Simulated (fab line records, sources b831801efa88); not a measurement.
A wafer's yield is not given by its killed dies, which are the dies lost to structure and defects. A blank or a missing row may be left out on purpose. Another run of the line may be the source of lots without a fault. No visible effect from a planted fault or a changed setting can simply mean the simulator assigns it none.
Problem report, 8D (eight disciplines) form, completed by code / flow gf180mcu / the parts of the form that need people (team, actions taken, sign-off) are left out

## 1. WHAT IS WRONG
At GF_SAB_COAT_04, spin_speed_rpm averages 3318.6 rpm over 6 wafers from 2 lots, while fault-free wafers read 2999.8 rpm, standard deviation 1.8. So: +99 or more standard deviations from the usual mean.
The step: resist thk 1000 nm.
Earliest sighting: wafer L288.1 on litho_track-03 at day 21 22:04. At this step, 36 wafers from 12 lots have a number in the record. Rule for "out", or "out of limits": more than 4 standard deviations from the usual mean. Any other wafer with a number is counted as sound.

## 2. WHAT IT IS, WHAT IT ISN'T
question=which readings at this step; is=spin_speed_rpm; is not=-
question=which lots; is=L288, L290; is not=L269, L271, L273, L274, L275, L276, L277, L278, L280, L284
question=which wafers of those lots; is=all that have a number; is not=-
question=read on which tools; is=litho_track-03; is not=litho_track-02, litho_track-04
question=when; is=from day 21 22:04; is not=up to then (30 sound wafers)

## 3. THE SUSPECTS, EACH WITH WHAT RULES IT OUT
Counting: a tool at a process step up to the reading stays a suspect if it ran every lot that is out and no sound lot after the first of them.
- plasma_asher-01 at GF_NSD_STRIP_11 (strips in O2/N2): kept. It processed each lot that is out, first L288 at day 20 09:43, and no sound lot thereafter; up to then, the last sound lot it processed was L275 at day 15 20:21.
- litho_track-03 at GF_SAB_COAT_04 (resist thk 1000 nm): kept. It processed each lot that is out, first L288 at day 21 22:04, and no sound lot thereafter; up to then, the last sound lot it processed was L280 at day 19 00:31. Its own readings are out on those wafers: spin_speed_rpm.
Left after counting: plasma_asher-01 at GF_NSD_STRIP_11, litho_track-03 at GF_SAB_COAT_04.

## 4. THE CAUSE (what the simulator had put in)
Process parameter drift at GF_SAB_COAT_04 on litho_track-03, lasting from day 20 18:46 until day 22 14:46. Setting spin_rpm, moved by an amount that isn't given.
After counting, 2 suspects remain, this tool included.

## 5. THE EFFECT CHAIN, in route order
Each row: a reading whose mean over the struck wafers that have a number lies more than 3 standard deviations from the usual. Scope: only readings with a usual standard deviation given in the record; hours: median across lots of the time from each lot's start at the first step in this table that gives one to its start at this step; sigmas: change in usual standard deviations.
hours=0; step=GF_SAB_COAT_04; reading=spin_speed_rpm; usual=2999.8 rpm; on struck wafers=3318.6; change=+318.8; sigmas=+99 or more
hours=11; step=GF_SAB_STRIP_13; reading=strip_time_to_endpoint_s; usual=12.596 s; on struck wafers=12.014; change=-0.582; sigmas=-19
It contains these process steps:
- GF_SAB_COAT_04: resist thk 1000 nm.
- GF_SAB_STRIP_13: strips in O2/N2.
At these later measuring or inspecting steps, every struck wafer for which the step has a row has a number for every such reading, and none has moved that far: GF_SAB_CD_MEAS_09, GF_SALICIDE_THK_MEAS_05.

## 6. WHAT WOULD HAVE CAUGHT IT SOONER
In this record no reading fell out of limits until day 21 22:04, 27 hours after the fault had begun at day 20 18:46.
